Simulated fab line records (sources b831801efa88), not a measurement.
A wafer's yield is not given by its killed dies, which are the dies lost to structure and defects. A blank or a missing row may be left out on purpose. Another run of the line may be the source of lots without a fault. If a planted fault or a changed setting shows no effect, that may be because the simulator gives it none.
fab line records ; flow sky130
record lots=15; wafers=45; last_day=50
route steps=708 shown VIA4@656 METAL5@672 PASSIVATION@681
lots untouched by any fault: they come from a run of this same line in which no faults occurred
start_h: hours from the record's opening day to when the first of the lot's shown wafers began ; wait_h: hours elapsed since this lot's preceding step ; " as in the row above ; L1.1+2: one row covering several wafers at once ; - no value present, or no start provided ; * or withheld: withheld ; < > ~ a bound
route shown NAME@n: names a module that has steps shown in the file, with the first one's number in the route ; usual: average and standard deviation across the fault-free wafers ; same: alike in all rows ; chamber/n: place in a boat ; sites: per-site readings ; _std_site: standard deviation of those values ; _edge_site: outer sites' mean less inner sites' ; radius_mm: how far each site lies from the wafer's centre ; mask NAME#n: copy n ; behind: the most recent tool/chamber to have shaped the wafer ; hold: what put the lot on hold/how long, in hours/how the hold closed ; device: the n, p or np transistor that did not switch ; end of line: tests of these same wafers at the route's end ; for a step that has no rows: nothing shown but its recipe ; killed: at the first sort, the dies lost to defects and structure; wafer yield is something else ; map: per-die view of a wafer (x killed, . not killed, _ where there is no die)
set.NAME: the setting as run; set.NAME@STEP: as run at that earlier step ; model.NAME: the simulator's own value behind a step, which no gauge read
steps of the route over a sample of lots; a table a step, a row a wafer
services: when a tool's chamber went out of use (start_h, in hours from the record's first day, below 0 if earlier), for how many hours, and the reason
## steps
# step SKY_VIA4_SPUTTER_17
# recipe material=TiN; target_thk_nm=20; chamber_pressure_pa=5; power_w=4000; time_s=80
# usual throttle_valve_pct=29.7/0.74
lot.wafer;tool;chamber;start_h;wait_h;throttle_valve_pct
L745.1;pvd_sputter-04;-;993.02;0.0;30.3
L745.3;pvd_sputter-04;-;993.02;0.0;29.3
L745.4;pvd_sputter-04;-;993.02;0.0;29.8
L748.1;pvd_sputter-02;-;1020.91;0.0;30.6
L748.2;pvd_sputter-02;-;1020.91;0.0;28.8
L748.6;pvd_sputter-02;-;1020.91;0.0;29.0
L749.1;pvd_sputter-03;-;1028.27;0.0;29.0
L749.2;pvd_sputter-03;-;1028.27;0.0;29.4
L749.5;pvd_sputter-03;-;1028.27;0.0;29.4
L750.1;pvd_sputter-03;-;1037.65;0.0;29.0
L750.3;pvd_sputter-03;-;1037.65;0.0;29.3
L750.5;pvd_sputter-03;-;1037.65;0.0;29.4
L751.1;pvd_sputter-02;-;1037.85;0.0;29.5
L751.2;pvd_sputter-02;-;1037.85;0.0;30.5
L751.6;pvd_sputter-02;-;1037.85;0.0;28.8
L752.1;pvd_sputter-03;-;1049.61;0.0;29.3
L752.3;pvd_sputter-03;-;1049.61;0.0;29.0
L752.5;pvd_sputter-03;-;1049.61;0.0;31.1
L753.2;pvd_sputter-02;-;1049.91;0.0;29.5
L753.5;pvd_sputter-02;-;1049.91;0.0;29.6
L753.6;pvd_sputter-02;-;1049.91;0.0;28.8
L754.2;pvd_sputter-03;-;1060.08;0.0;29.3
L754.4;pvd_sputter-03;-;1060.08;0.0;29.3
L754.6;pvd_sputter-03;-;1060.08;0.0;31.1
L756.2;pvd_sputter-03;-;1070.95;0.0;28.9
L756.3;pvd_sputter-03;-;1070.95;0.0;29.1
L756.5;pvd_sputter-03;-;1070.95;0.0;29.3
L759.2;pvd_sputter-04;-;1087.73;0.0;29.6
L759.4;pvd_sputter-04;-;1087.73;0.0;30.9
L759.5;pvd_sputter-04;-;1087.73;0.0;29.3
L761.1;pvd_sputter-02;-;1116.62;0.0;30.7
L761.3;pvd_sputter-02;-;1116.62;0.0;30.0
L761.5;pvd_sputter-02;-;1116.62;0.0;30.8
L762.2;pvd_sputter-04;-;1120.88;0.0;30.3
L762.3;pvd_sputter-04;-;1120.88;0.0;30.8
L762.4;pvd_sputter-04;-;1120.88;0.0;28.9
L766.2;pvd_sputter-02;-;1140.67;0.0;29.7
L766.5;pvd_sputter-02;-;1140.67;0.0;29.1
L766.6;pvd_sputter-02;-;1140.67;0.0;29.8
L765.1;pvd_sputter-03;-;1141.89;0.0;28.9
L765.2;pvd_sputter-03;-;1141.89;0.0;29.6
L765.4;pvd_sputter-03;-;1141.89;0.0;31.0
L767.1;pvd_sputter-04;-;1142.54;0.0;28.9
L767.3;pvd_sputter-04;-;1142.54;0.0;30.6
L767.5;pvd_sputter-04;-;1142.54;0.0;28.9
# step SKY_VIA4_RS_MEAS_19
# recipe thk_meas_gauge=four-point-probe; reads=W_of_VIA4_CVD_18+TiN_of_VIA4_SPUTTER_17
# usual VIA4_W_RS=0.2273/0.0023
lot.wafer;tool;chamber;start_h;wait_h;VIA4_W_RS[ohm/sq]
L745.1;film_metro-02;-;993.23;0.1;0.2274
L745.3;film_metro-02;-;993.23;0.1;0.2262
L745.4;film_metro-02;-;993.23;0.1;0.2254
L748.1;film_metro-02;-;1021.13;0.1;0.2238
L748.2;film_metro-02;-;1021.13;0.1;0.2263
L748.6;film_metro-02;-;1021.13;0.1;0.2260
L749.1;film_metro-02;-;1028.48;0.1;0.2277
L749.2;film_metro-02;-;1028.48;0.1;0.2276
L749.5;film_metro-02;-;1028.48;0.1;0.2276
L750.1;film_metro-03;-;1037.86;0.1;0.2281
L750.3;film_metro-03;-;1037.86;0.1;0.2295
L750.5;film_metro-03;-;1037.86;0.1;0.2283
L751.1;film_metro-01;-;1038.06;0.1;0.2315
L751.2;film_metro-01;-;1038.06;0.1;0.2263
L751.6;film_metro-01;-;1038.06;0.1;0.2258
L752.1;film_metro-02;-;1049.83;0.1;0.2258
L752.3;film_metro-02;-;1049.83;0.1;0.2261
L752.5;film_metro-02;-;1049.83;0.1;0.2250
L753.2;film_metro-03;-;1050.15;0.1;0.2282
L753.5;film_metro-03;-;1050.15;0.1;0.2282
L753.6;film_metro-03;-;1050.15;0.1;0.2300
L754.2;film_metro-02;-;1060.31;0.1;0.2289
L754.4;film_metro-02;-;1060.31;0.1;0.2287
L754.6;film_metro-02;-;1060.31;0.1;0.2287
L756.2;film_metro-03;-;1071.18;0.1;0.2279
L756.3;film_metro-03;-;1071.18;0.1;0.2274
L756.5;film_metro-03;-;1071.18;0.1;0.2261
L759.2;film_metro-01;-;1087.96;0.1;0.2276
L759.4;film_metro-01;-;1087.96;0.1;0.2280
L759.5;film_metro-01;-;1087.96;0.1;0.2279
L761.1;film_metro-02;-;1116.83;0.1;0.2267
L761.3;film_metro-02;-;1116.83;0.1;0.2248
L761.5;film_metro-02;-;1116.83;0.1;0.2249
L762.2;film_metro-02;-;1121.11;0.1;0.2281
L762.3;film_metro-02;-;1121.11;0.1;0.2279
L762.4;film_metro-02;-;1121.11;0.1;0.2282
L766.2;film_metro-01;-;1140.90;0.1;0.2272
L766.5;film_metro-01;-;1140.90;0.1;0.2280
L766.6;film_metro-01;-;1140.90;0.1;0.2274
L765.1;film_metro-03;-;1142.10;0.1;0.2288
L765.2;film_metro-03;-;1142.10;0.1;0.2318
L765.4;film_metro-03;-;1142.10;0.1;0.2275
L767.1;film_metro-01;-;1142.75;0.1;0.2278
L767.3;film_metro-01;-;1142.75;0.1;0.2271
L767.5;film_metro-01;-;1142.75;0.1;0.2282
# step SKY_METAL5_EXPOSE_11
# recipe mask_id=MM5; na=0.6; source_shape=conventional; sigma_outer=0.6; polarization=unpolarized; target_cd_nm=1600; dose_mj=190
# usual exposure_dose_mJ_cm2=190.03/0.19; focus_offset_nm=-0.1/0.53; reticle_temp_C=23.00/0.11
lot.wafer;tool;chamber;start_h;wait_h;mask;exposure_dose_mJ_cm2;focus_offset_nm;reticle_temp_C
L745.1;iline_stepper-02;0;1005.79;-;MM5#0;189.92;-0.1;23.01
L745.3;iline_stepper-02;0;1005.79;-;MM5#0;189.75;0.1;22.92
L745.4;iline_stepper-02;0;1005.79;-;MM5#0;190.09;0.0;22.91
L748.1;iline_stepper-02;0;1033.17;-;MM5#0;189.95;-0.3;22.99
L748.2;iline_stepper-02;0;1033.17;-;MM5#0;190.07;-0.8;22.90
L748.6;iline_stepper-02;0;1033.17;-;MM5#0;189.89;0.3;23.10
L749.1;iline_stepper-01;0;1040.07;-;MM5#0;189.88;0.6;23.05
L749.2;iline_stepper-01;0;1040.07;-;MM5#0;190.18;0.0;23.02
L749.5;iline_stepper-01;0;1040.07;-;MM5#0;190.31;0.6;22.99
L750.1;iline_stepper-01;0;1049.92;-;MM5#0;190.06;-0.4;22.91
L750.3;iline_stepper-01;0;1049.92;-;MM5#0;190.30;-0.4;23.04
L750.5;iline_stepper-01;0;1049.92;-;MM5#0;190.26;-0.7;22.96
L751.1;iline_stepper-02;-;1050.69;-;MM5#0;-;-;-
L751.2;iline_stepper-02;-;1050.69;-;MM5#0;-;-;-
L751.6;iline_stepper-02;-;1050.69;-;MM5#0;-;-;-
L752.1;iline_stepper-01;-;1060.59;-;MM5#0;-;-;-
L752.3;iline_stepper-01;-;1060.59;-;MM5#0;-;-;-
L752.5;iline_stepper-01;-;1060.59;-;MM5#0;-;-;-
L753.2;iline_stepper-01;-;1061.19;-;MM5#0;-;-;-
L753.5;iline_stepper-01;-;1061.19;-;MM5#0;-;-;-
L753.6;iline_stepper-01;-;1061.19;-;MM5#0;-;-;-
L754.2;iline_stepper-02;0;1071.31;-;MM5#0;190.14;0.3;22.84
L754.4;iline_stepper-02;0;1071.31;-;MM5#0;190.02;-0.2;22.87
L754.6;iline_stepper-02;0;1071.31;-;MM5#0;190.00;-0.8;22.83
L756.2;iline_stepper-01;0;1082.01;-;MM5#0;190.29;0.7;22.88
L756.3;iline_stepper-01;0;1082.01;-;MM5#0;190.22;1.1;23.15
L756.5;iline_stepper-01;0;1082.01;-;MM5#0;190.42;1.3;22.86
L759.2;iline_stepper-01;0;1099.41;-;MM5#0;189.77;-0.2;22.85
L759.4;iline_stepper-01;0;1099.41;-;MM5#0;190.19;0.1;23.04
L759.5;iline_stepper-01;0;1099.41;-;MM5#0;190.04;0.0;22.98
L761.1;iline_stepper-02;0;1126.67;-;MM5#0;189.90;-0.4;23.06
L761.3;iline_stepper-02;0;1126.67;-;MM5#0;189.95;0.3;23.13
L761.5;iline_stepper-02;0;1126.67;-;MM5#0;190.00;0.4;23.21
L762.2;iline_stepper-01;0;1131.36;-;MM5#0;190.12;0.5;23.17
L762.3;iline_stepper-01;0;1131.36;-;MM5#0;190.37;0.2;23.14
L762.4;iline_stepper-01;0;1131.36;-;MM5#0;190.38;0.6;23.17
L766.2;iline_stepper-01;0;1150.74;-;MM5#0;190.13;0.6;23.12
L766.5;iline_stepper-01;0;1150.74;-;MM5#0;190.08;0.2;22.93
L766.6;iline_stepper-01;0;1150.74;-;MM5#0;190.32;-0.4;23.11
L765.1;iline_stepper-01;0;1152.19;-;MM5#0;189.63;-0.2;22.88
L765.2;iline_stepper-01;0;1152.19;-;MM5#0;189.78;-0.4;22.91
L765.4;iline_stepper-01;0;1152.19;-;MM5#0;189.83;0.7;22.92
L767.1;iline_stepper-02;0;1152.49;-;MM5#0;189.94;0.2;22.84
L767.3;iline_stepper-02;0;1152.49;-;MM5#0;190.16;-0.7;22.95
L767.5;iline_stepper-02;0;1152.49;-;MM5#0;189.90;-0.3;23.03
# step SKY_PASSIVATION_CVD_00
# recipe material=SiO2; target_thk_nm=90; temp_c=400; time_s=withheld; rf_w=600
# usual heater_power_w=613/120
lot.wafer;tool;chamber;start_h;wait_h;heater_power_w
L745.1;pecvd-03;2;1017.28;0.0;766
L745.3;pecvd-03;1;1017.28;0.0;614
L745.4;pecvd-03;2;1017.28;0.0;789
L748.1;pecvd-03;1;1045.01;0.0;569
L748.2;pecvd-03;0;1045.01;0.0;511
L748.6;pecvd-03;0;1045.01;0.0;498
L749.1;pecvd-03;2;1052.86;0.0;831
L749.2;pecvd-03;0;1052.86;0.0;499
L749.5;pecvd-03;0;1052.86;0.0;504
L750.1;pecvd-03;2;1060.90;0.0;835
L750.3;pecvd-03;0;1060.90;0.0;449
L750.5;pecvd-03;2;1060.90;0.0;826
L754.2;pecvd-04;0;1081.82;0.0;584
L754.4;pecvd-04;0;1081.82;0.0;584
L754.6;pecvd-04;1;1081.82;0.0;683
L756.2;pecvd-03;1;1093.28;0.0;567
L756.3;pecvd-03;1;1093.28;0.0;565
L756.5;pecvd-03;1;1093.28;0.0;563
L759.2;pecvd-04;0;1109.82;0.0;648
L759.4;pecvd-04;1;1109.82;0.0;731
L759.5;pecvd-04;0;1109.82;0.0;634
L761.1;pecvd-02;1;1136.90;0.0;489
L761.3;pecvd-02;2;1136.90;0.0;782
L761.5;pecvd-02;1;1136.90;0.0;493
L762.2;pecvd-02;0;1141.23;0.0;591
L762.3;pecvd-02;1;1141.23;0.0;574
L762.4;pecvd-02;0;1141.23;0.0;599
L766.2;pecvd-02;2;1160.69;0.0;685
L766.5;pecvd-02;2;1160.69;0.0;670
L766.6;pecvd-02;0;1160.69;0.0;562
L765.1;pecvd-04;1;1161.52;0.0;773
L765.2;pecvd-04;2;1161.52;0.0;451
L765.4;pecvd-04;1;1161.52;0.0;788
L767.1;pecvd-03;0;1161.71;0.0;515
L767.3;pecvd-03;1;1161.71;0.0;537
L767.5;pecvd-03;1;1161.71;0.0;554
## services
tool;chamber;start_h;hours;kind
pecvd-03;1;972.96;5.5;repair
pecvd-03;0;985.58;2.1;scheduled_down
pecvd-02;0;995.96;23.3;repair
pecvd-04;2;1012.60;6.6;repair
pecvd-04;1;1017.10;2.1;scheduled_down
pecvd-03;2;1028.81;2.1;scheduled_down
pecvd-04;2;1032.11;5.0;scheduled_down
iline_stepper-02;0;1048.19;-;calibration
pecvd-02;-;1048.98;1.2;repair
pecvd-02;2;1061.29;2.1;scheduled_down
pecvd-04;2;1070.75;5.5;scheduled_down
pvd_sputter-03;-;1071.31;1.5;repair
pecvd-04;-;1074.51;1.5;repair
iline_stepper-01;0;1075.12;-;calibration
pecvd-02;2;1087.99;5.0;scheduled_down
pecvd-03;0;1091.09;5.0;repair
pecvd-02;0;1092.99;5.5;scheduled_down
pecvd-04;-;1119.20;6.0;pm
iline_stepper-01;-;1123.11;5.2;repair
iline_stepper-02;-;1129.76;1.7;pm
pecvd-04;0;1131.43;5.2;repair
pecvd-04;1;1132.04;2.1;repair
pvd_sputter-02;-;1133.81;5.9;repair
pecvd-02;-;1146.36;2.8;pm
## key
first_sign step=SKY_METAL5_EXPOSE_11; reading=tool_record; direction=missing
effect none on later readings
met_at SKY_METAL5_EXPOSE_11
struck_lots L751,L752,L753
later_rows_left_out L751.1,L751.2,L751.6,L752.1,L752.3,L752.5,L753.2,L753.5,L753.6
sort_left_out L751.1,L751.2,L751.6,L752.1,L752.3,L752.5,L753.2,L753.5,L753.6
not_acting_at SKY_VIA4_SPUTTER_17,SKY_VIA4_RS_MEAS_19,SKY_PASSIVATION_CVD_00
onset_between 1049.92 1050.69
fault kind=skipped_step_whole; tool=iline_stepper-01,iline_stepper-02; chamber=-; onset_h=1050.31; steps=SKY_METAL5_EXPOSE_11; scope=struck_lots_only
# sort_left_out: the simulated sort isn't trusted on such a fault, so these wafers' sort isn't shown, and their yield isn't known
# later_rows_left_out: the simulator's readings of these wafers behind a module that went badly wrong aren't trusted and aren't shown, but for the sort
